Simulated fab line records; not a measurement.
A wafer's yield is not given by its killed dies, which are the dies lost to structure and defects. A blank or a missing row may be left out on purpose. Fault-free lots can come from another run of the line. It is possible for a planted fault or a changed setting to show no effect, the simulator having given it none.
Which tool did it? + flow sky130 + Sampling: 24 lots, 72 wafers, 4 of 708 route steps

## WHAT THE GAUGES READ, wafer by wafer
SKY_FIELD_ISO_THK_MEAS_04.
| lot  | measured    | on            | FIELD_ISO_CVD_03_THK (nm) |
|------|-------------|---------------|---------------------------|
| L074 | day 1 15:08 | film_metro-02 | 164.9 165.0 165.2         |
| L075 | day 1 22:47 | film_metro-02 | 165.0 166.1 165.7         |
| L077 | day 2 06:20 | film_metro-04 | 163.8 164.8 165.7         |
| L076 | day 2 06:21 | film_metro-02 | 166.1 166.6 165.5         |
| L078 | day 2 15:19 | film_metro-04 | 166.1 166.1 164.2         |
| L079 | day 2 19:10 | film_metro-03 | 165.8 166.8 167.2         |
| L080 | day 2 20:58 | film_metro-03 | 164.6 164.0 164.5         |
| L081 | day 3 02:13 | film_metro-03 | 166.3 165.8 166.7         |
| L082 | day 3 06:25 | film_metro-03 | 165.7 164.9 165.8         |
| L083 | day 3 10:29 | film_metro-04 | 164.4 164.9 164.8         |
| L084 | day 3 15:29 | film_metro-03 | 165.8 164.7 165.4         |
| L085 | day 3 21:32 | film_metro-03 | 166.7 166.9 165.9         |
| L086 | day 4 04:34 | film_metro-03 | 166.1 164.9 166.6         |
| L087 | day 4 08:44 | film_metro-04 | 168.4 167.5 166.9         |
| L088 | day 4 13:38 | film_metro-02 | 166.8 164.7 163.9         |
| L089 | day 4 19:16 | film_metro-02 | 168.8 166.4 165.7         |
| L090 | day 5 00:41 | film_metro-03 | 164.8 165.1 164.6         |
| L091 | day 5 04:57 | film_metro-04 | 166.5 166.8 166.1         |
| L092 | day 5 10:20 | film_metro-02 | 164.6 164.6 166.8         |
| L093 | day 5 14:23 | film_metro-03 | 167.6 167.0 166.8         |
| L094 | day 5 19:48 | film_metro-02 | 164.9 167.0 165.5         |
| L095 | day 5 23:26 | film_metro-04 | 166.6 166.8 166.9         |
| L096 | day 6 04:03 | film_metro-02 | 168.4 167.5 168.3         |
| L097 | day 6 09:11 | film_metro-03 | 166.9 167.5 167.6         |

SKY_POLY_GATE_THK_MEAS_21.
| lot  | measured     | on            | POLY_GATE_OXIDATION_THK (nm) |
|------|--------------|---------------|------------------------------|
| L074 | day 17 16:17 | film_metro-01 | 4.03 4.00 4.02               |
| L075 | day 17 20:36 | film_metro-02 | 3.92 3.96 4.02               |
| L077 | day 18 06:14 | film_metro-02 | 4.12 4.06 4.20               |
| L076 | day 18 11:50 | film_metro-01 | 3.99 4.05 4.03               |
| L078 | day 18 20:24 | film_metro-02 | 3.97 4.08 3.97               |
| L079 | day 19 08:11 | film_metro-01 | 3.83 3.95 3.95               |
| L080 | day 19 14:33 | film_metro-03 | 3.93 3.88 3.96               |
| L081 | day 19 21:17 | film_metro-01 | 3.91 3.87 3.85               |
| L082 | day 20 03:26 | film_metro-02 | 3.86 3.89 3.87               |
| L083 | day 20 18:54 | film_metro-02 | 4.01 4.00 3.98               |
| L084 | day 21 05:29 | film_metro-02 | 3.97 3.92 3.94               |
| L085 | day 21 16:35 | film_metro-01 | 3.99 3.92 3.98               |
| L086 | day 22 06:08 | film_metro-01 | 4.04 3.95 4.11               |
| L087 | day 22 10:51 | film_metro-02 | 4.04 4.02 3.92               |
| L088 | day 22 20:31 | film_metro-03 | 4.05 3.99 4.04               |
| L089 | day 23 00:35 | film_metro-01 | 3.99 4.00 3.92               |
| L090 | day 23 07:07 | film_metro-03 | 3.96 3.89 3.98               |
| L091 | day 23 12:09 | film_metro-01 | 4.04 4.03 3.95               |
| L092 | day 23 21:56 | film_metro-02 | 4.14 4.09 4.14               |
| L093 | day 24 05:11 | film_metro-02 | 3.95 4.07 3.99               |
| L094 | day 24 08:34 | film_metro-02 | 4.02 4.07 4.08               |
| L095 | day 25 02:38 | film_metro-01 | 4.01 4.08 3.91               |
| L096 | day 24 21:08 | film_metro-03 | 4.18 4.18 4.14               |
| L097 | day 25 07:32 | film_metro-03 | 3.92 3.98 3.96               |

SKY_VIA1_BOW_MEAS_03.
| lot  | measured     | on            | VIA1_BOW (um) |
|------|--------------|---------------|---------------|
| L074 | day 34 07:50 | film_metro-01 | 84 85 85      |
| L075 | day 34 09:41 | film_metro-03 | 74 77 79      |
| L077 | day 34 22:08 | film_metro-01 | 84 79 77      |
| L076 | day 35 02:44 | film_metro-02 | 60 78 73      |
| L078 | day 35 07:10 | film_metro-03 | 90 76 78      |
| L079 | day 35 16:01 | film_metro-01 | 85 74 87      |
| L080 | day 36 02:35 | film_metro-02 | 75 74 82      |
| L081 | day 36 07:48 | film_metro-03 | 81 81 70      |
| L082 | day 36 12:25 | film_metro-01 | 76 65 83      |
| L083 | day 36 23:01 | film_metro-02 | 74 78 81      |
| L084 | day 37 06:52 | film_metro-01 | 79 66 75      |
| L085 | day 37 14:28 | film_metro-01 | 88 73 83      |
| L086 | day 38 04:03 | film_metro-02 | 80 80 96      |
| L087 | day 38 09:30 | film_metro-02 | 97 73 89      |
| L088 | day 38 17:52 | film_metro-03 | 89 95 79      |
| L089 | day 38 21:37 | film_metro-03 | 80 88 102     |
| L090 | day 38 22:44 | film_metro-01 | 79 85 83      |
| L091 | day 39 04:39 | film_metro-02 | 90 80 78      |
| L092 | day 39 15:35 | film_metro-01 | 83 83 72      |
| L093 | day 39 20:19 | film_metro-02 | 81 77 75      |
| L094 | day 39 23:23 | film_metro-03 | 78 70 74      |
| L095 | day 40 13:23 | film_metro-03 | 85 72 83      |
| L096 | day 40 08:32 | film_metro-01 | 87 90 82      |
| L097 | day 40 18:20 | film_metro-02 | 74 89 85      |

SKY_VIA1_OVL_MEAS_13.
| lot  | measured     | on         | VIA1_OVL (nm) |
|------|--------------|------------|---------------|
| L074 | day 35 10:50 | overlay-01 | -4 0 -2       |
| L075 | day 35 12:28 | overlay-01 | -2 -2 -3      |
| L077 | day 36 00:53 | overlay-01 | 5 1 0         |
| L076 | day 36 05:53 | overlay-02 | -1 -1 1       |
| L078 | day 36 09:48 | overlay-02 | -5 -4 2       |
| L079 | day 36 19:08 | overlay-01 | -1 4 -1       |
| L080 | day 37 05:23 | overlay-02 | 0 -2 1        |
| L081 | day 37 10:29 | overlay-02 | 0 0 -3        |
| L082 | day 37 15:23 | overlay-02 | -7 1 1        |
| L083 | day 38 01:12 | overlay-02 | -4 2 -1       |
| L084 | day 38 08:47 | overlay-01 | -1 -11 -7     |
| L085 | day 38 16:45 | overlay-01 | -6 -1 8       |
| L086 | day 39 06:13 | overlay-01 | -3 -9 -8      |
| L087 | day 39 11:47 | overlay-02 | -10 -2 -6     |
| L088 | day 39 19:38 | overlay-01 | 2 -4 0        |
| L089 | day 39 23:17 | overlay-02 | -9 -5 -10     |
| L090 | day 40 00:34 | overlay-02 | 1 -8 4        |
| L091 | day 40 06:11 | overlay-01 | -4 -3 -3      |
| L092 | day 40 16:32 | overlay-02 | -2 -2 -1      |
| L093 | day 40 21:27 | overlay-02 | 2 1 -3        |
| L094 | day 40 23:52 | overlay-01 | -3 -3 -1      |
| L095 | day 41 14:42 | overlay-02 | -15 -12 -11   |
| L096 | day 41 09:05 | overlay-01 | -4 -8 -6      |
| L097 | day 41 19:00 | overlay-02 | 0 -3 -1       |

## EACH LOT AND THE TOOL THAT RAN IT (in order: tool; ch and the chambers of the sampled wafers; start)
No process step before these readings appears in the record.

## WHAT THE TOOLS THEMSELVES READ (means of the sampled wafers that have a number; where no wafer has one, the mark that the record gives instead)
The record holds no such reading with a usual standard deviation.

## THE ANSWER, worked out from the rows above alone
Rule: what is usual is taken from the lots themselves. The widest of any qualifying gaps counts: lots, ordered by their means at a reading, are off when they make up no more than a third of the lots, leave a main group of 4 or more, and stand apart from it by 3 or more times the standard deviation of that group's means. Not used: any main group whose means are identical at the precision the tables above print for the reading. Also off: a lot with no number at a reading for which 4 or more lots have one. Where the step has rows for the other lots, those lots are counted as sound. The gauges are gone through in route order, then the tools' own readings, and for those a lot's mean is taken as printed above. The first step at which some lot is off is used, and at that step the reading that is off furthest; a lot without a number counts as furthest.
None of the lots is off at any reading shown; this tells nothing.

## WHAT THE SIMULATOR PUT IN
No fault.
